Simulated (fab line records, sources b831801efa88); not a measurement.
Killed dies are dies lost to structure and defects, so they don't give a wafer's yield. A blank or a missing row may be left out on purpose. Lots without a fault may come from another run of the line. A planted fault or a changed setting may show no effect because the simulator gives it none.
Which tool did it? | flow sky130 | 7 lots, 21 wafers sampled, at 4 steps of a route of 708

WHAT THE GAUGES READ, wafer by wafer
SKY_CAP2M_OVL_MEAS_12.
lot  | measured     | on         | CAP2M_OVL (nm)
L131 | day 41 09:43 | overlay-01 | 0.4 0.2 -0.3
L135 | day 42 12:29 | overlay-02 | 0.3 -1.3 -0.1
L139 | day 43 10:14 | overlay-01 | 0.9 1.2 1.0
L141 | day 44 05:40 | overlay-02 | 0.5 -0.7 -0.4
L143 | day 44 15:52 | overlay-02 | -0.3 0.1 -0.9
L149 | day 46 04:16 | overlay-01 | -0.5 -0.9 0.8
L152 | day 46 14:08 | overlay-02 | -0.7 -1.5 -2.1

WHICH TOOL RAN EACH LOT (tool, then ch and the chambers of the sampled wafers, then the start)
lot  | SKY_VIA3_CMP_02               | SKY_METAL4_SPUTTER_00        | SKY_CAP2M_CVD_00
L131 | cmp-02 ch 0,2,3, day 39 06:06 | pvd_sputter-01, day 40 09:02 | pecvd-04 ch 0,1,2, day 40 09:11
L135 | cmp-02 ch 0,1,3, day 40 11:36 | pvd_sputter-03, day 41 13:12 | pecvd-01 ch 1,2, day 41 13:21
L139 | cmp-02 ch 1,2,3, day 41 09:25 | pvd_sputter-03, day 42 10:58 | pecvd-02 ch 1,2, day 42 11:08
L141 | cmp-02 ch 0,3, day 42 06:16   | pvd_sputter-01, day 43 07:04 | pecvd-02 ch 0,1,2, day 43 07:13
L143 | cmp-02 ch 1,3, day 42 15:56   | pvd_sputter-04, day 43 17:09 | pecvd-04 ch 1,2, day 43 17:18
L149 | cmp-02 ch 0,1, day 44 07:41   | pvd_sputter-04, day 45 07:50 | pecvd-02 ch 0,1,2, day 45 08:00
L152 | cmp-01 ch 0,3, day 44 17:19   | pvd_sputter-01, day 45 17:23 | pecvd-04 ch 0,2, day 45 17:32
- SKY_VIA3_CMP_02: polishes SiO2.
- SKY_METAL4_SPUTTER_00: material Ti, target thk 15 nm, time 10 s.
- SKY_CAP2M_CVD_00: deposits SiO2, target thk 15.5 nm.

THE ANSWER, worked out from the rows above alone
Rule: what is usual is taken from the lots themselves. Put in order of their means at a reading, lots are off if they are a third of the lots or fewer, leave a main group of 4 or more, and stand apart from it by a gap of 3 or more times the standard deviation of the main group's means; of several such gaps the widest counts. A main group whose means are all the same, to the digits that the tables above print for the reading, isn't used. A lot without any number at a reading at which 4 lots or more have one is off too. The other lots that the step has rows for count as sound.
No lot is off at any reading shown: from this, nothing can be told.

WHAT THE SIMULATOR HAD PUT IN
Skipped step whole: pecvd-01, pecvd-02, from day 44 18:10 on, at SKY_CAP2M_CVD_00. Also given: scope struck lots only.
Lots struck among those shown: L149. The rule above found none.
